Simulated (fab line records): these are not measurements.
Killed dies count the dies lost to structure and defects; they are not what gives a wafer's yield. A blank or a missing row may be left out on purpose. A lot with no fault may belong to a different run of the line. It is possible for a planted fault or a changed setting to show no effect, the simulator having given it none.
Chamber matching || flow sky130 || SKY_LI_CONTACT_ETCH_15 on rieDiel-01 has 4 sister chambers
The step etches PSG in C4F8/O2/Ar, stops on Si, target depth 600 nm. 8 wafers are shown with their chamber, then 10 later ones without.

== EACH WAFER AND ITS CHAMBER ==
{"wafer": "L082.5", "chamber": 2, "oesProductAu (a.u.)": 0.842, "chamberPressureMTorr (mTorr)": 40.08}
{"wafer": "L089.1", "chamber": 0, "oesProductAu (a.u.)": 0.833, "chamberPressureMTorr (mTorr)": 39.95}
{"wafer": "L090.1", "chamber": 3, "oesProductAu (a.u.)": 0.838, "chamberPressureMTorr (mTorr)": 39.99}
{"wafer": "L090.6", "chamber": 0, "oesProductAu (a.u.)": 0.832, "chamberPressureMTorr (mTorr)": 40.00}
{"wafer": "L093.1", "chamber": 2, "oesProductAu (a.u.)": 0.835, "chamberPressureMTorr (mTorr)": 39.94}
{"wafer": "L093.5", "chamber": 1, "oesProductAu (a.u.)": 0.841, "chamberPressureMTorr (mTorr)": 39.94}
{"wafer": "L092.2", "chamber": 3, "oesProductAu (a.u.)": 0.842, "chamberPressureMTorr (mTorr)": 39.95}
{"wafer": "L092.4", "chamber": 1, "oesProductAu (a.u.)": 0.837, "chamberPressureMTorr (mTorr)": 39.99}

== WAFERS WITH NO CHAMBER GIVEN ==
{"wafer": "L092.5", "oesProductAu (a.u.)": 0.830, "chamberPressureMTorr (mTorr)": 39.98}
{"wafer": "L094.1", "oesProductAu (a.u.)": 0.840, "chamberPressureMTorr (mTorr)": 40.03}
{"wafer": "L094.4", "oesProductAu (a.u.)": 0.832, "chamberPressureMTorr (mTorr)": 39.96}
{"wafer": "L094.5", "oesProductAu (a.u.)": 0.845, "chamberPressureMTorr (mTorr)": 40.00}
{"wafer": "L095.2", "oesProductAu (a.u.)": 0.833, "chamberPressureMTorr (mTorr)": 40.00}
{"wafer": "L095.3", "oesProductAu (a.u.)": 0.836, "chamberPressureMTorr (mTorr)": 40.02}
{"wafer": "L095.6", "oesProductAu (a.u.)": 0.834, "chamberPressureMTorr (mTorr)": 39.99}
{"wafer": "L096.2", "oesProductAu (a.u.)": 0.850, "chamberPressureMTorr (mTorr)": 40.03}
{"wafer": "L096.3", "oesProductAu (a.u.)": 0.839, "chamberPressureMTorr (mTorr)": 39.99}
{"wafer": "L096.6", "oesProductAu (a.u.)": 0.840, "chamberPressureMTorr (mTorr)": 40.05}

== THE CHAMBER EACH PASSED THROUGH ==
{"wafer": "L092.5", "from the rows above": "can't be placed: 0 or 2", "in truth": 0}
{"wafer": "L094.1", "from the rows above": "can't be placed: 2 or 3 or 1 or 0", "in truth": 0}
{"wafer": "L094.4", "from the rows above": "can't be placed: 0 or 1 or 2", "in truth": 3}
{"wafer": "L094.5", "from the rows above": "can't be placed: 3 or 1 or 2", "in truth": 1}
{"wafer": "L095.2", "from the rows above": "can't be placed: 0 or 2 or 1 or 3", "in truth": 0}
{"wafer": "L095.3", "from the rows above": "can't be placed: 2 or 1 or 0 or 3", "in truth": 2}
{"wafer": "L095.6", "from the rows above": "can't be placed: 0 or 2 or 1 or 3", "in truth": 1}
{"wafer": "L096.2", "from the rows above": "can't be placed: 3 or 2 or 1", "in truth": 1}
{"wafer": "L096.3", "from the rows above": "can't be placed: 2 or 1 or 3 or 0", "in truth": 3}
{"wafer": "L096.6", "from the rows above": "can't be placed: 2 or 3 or 1 or 0", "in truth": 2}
Placed correctly: 0 of 10. Cannot be placed on the basis of these rows: 10; the candidates contain the true chamber in 9. 0 placed wrongly.
How it was worked out, from the rows above alone: a wafer's distance from a chamber is the root of the sum, over the readings, of the square of ((its reading less the chamber's mean) divided by the reading's scatter). The wafer belongs to the nearest chamber; if the next one is less than 2 further off, it can't be placed. For every chamber, the mean is computed from those of its wafers that are shown. The scatter: the root of (the sum of the squares of (reading less its chamber's mean) over the shown wafers, divided by (wafers less chambers)).
